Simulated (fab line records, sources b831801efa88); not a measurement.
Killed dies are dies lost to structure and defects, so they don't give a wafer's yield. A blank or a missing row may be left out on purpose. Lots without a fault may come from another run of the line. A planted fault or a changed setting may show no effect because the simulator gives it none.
Which tool did it? | flow gf180mcu | 6 lots, 18 wafers sampled, at 4 steps of a route of 602

WHAT THE GAUGES READ, wafer by wafer
GF_V5_CD_MEAS_14: target cd 260 nm.
lot  | measured     | on        | cd_nm (nm)
L328 | day 28 05:14 | cd_sem-01 | 260.5 261.1 262.3
L331 | day 28 22:44 | cd_sem-01 | 261.2 261.4 261.8
L333 | day 29 10:13 | cd_sem-01 | 260.3 260.6 260.5
L337 | day 30 21:12 | cd_sem-02 | 261.8 261.4 262.3
L341 | day 32 01:53 | cd_sem-02 | 258.7 259.0 259.3
L348 | day 33 13:47 | cd_sem-01 | 258.9 258.7 259.8

WHICH TOOL RAN EACH LOT (tool, then ch and the chambers of the sampled wafers, then the start)
lot  | GF_MIM_SPUTTER_07            | GF_M5_METAL_ETCH_10               | GF_V5_CVD_02
L328 | pvd_sputter-02, day 25 12:58 | rie_metal-01 ch 0,1, day 27 07:31 | pecvd-04 ch 0,1,2, day 27 08:17
L331 | pvd_sputter-01, day 26 09:55 | rie_metal-01 ch 0,1, day 28 02:28 | pecvd-02 ch 1,2, day 28 03:11
L333 | pvd_sputter-04, day 26 21:28 | rie_metal-03 ch 0,1, day 28 13:49 | pecvd-04 ch 0,2, day 28 14:37
L337 | pvd_sputter-02, day 28 11:19 | rie_metal-01 ch 0,1, day 30 01:37 | pecvd-02 ch 0,1, day 30 02:25
L341 | pvd_sputter-04, day 29 18:47 | rie_metal-04 ch 0,1, day 31 07:31 | pecvd-04 ch 0,1, day 31 08:16
L348 | pvd_sputter-02, day 31 10:07 | rie_metal-01 ch 0,1, day 32 20:28 | pecvd-04 ch 0,1,2, day 32 21:13
- GF_MIM_SPUTTER_07: material TiN, target thk 60 nm, time 50 s.
- GF_M5_METAL_ETCH_10: etches the open film in Cl2/BCl3, stops on SiO2, target depth 627.5 nm, time 104.6 s.
- GF_V5_CVD_02: deposits SiO2 from TEOS, target thk 1450 nm, time 163.28 s.

THE ANSWER, worked out from the rows above alone
Rule: what is usual is taken from the lots themselves. Put in order of their means at a reading, lots are off if they are a third of the lots or fewer, leave a main group of 4 or more, and stand apart from it by a gap of 3 or more times the standard deviation of the main group's means; of several such gaps the widest counts. A main group whose means are all the same, to the digits that the tables above print for the reading, isn't used. A lot without any number at a reading at which 4 lots or more have one is off too. The other lots that the step has rows for count as sound.
No lot is off at any reading shown: from this, nothing can be told.

WHAT THE SIMULATOR HAD PUT IN
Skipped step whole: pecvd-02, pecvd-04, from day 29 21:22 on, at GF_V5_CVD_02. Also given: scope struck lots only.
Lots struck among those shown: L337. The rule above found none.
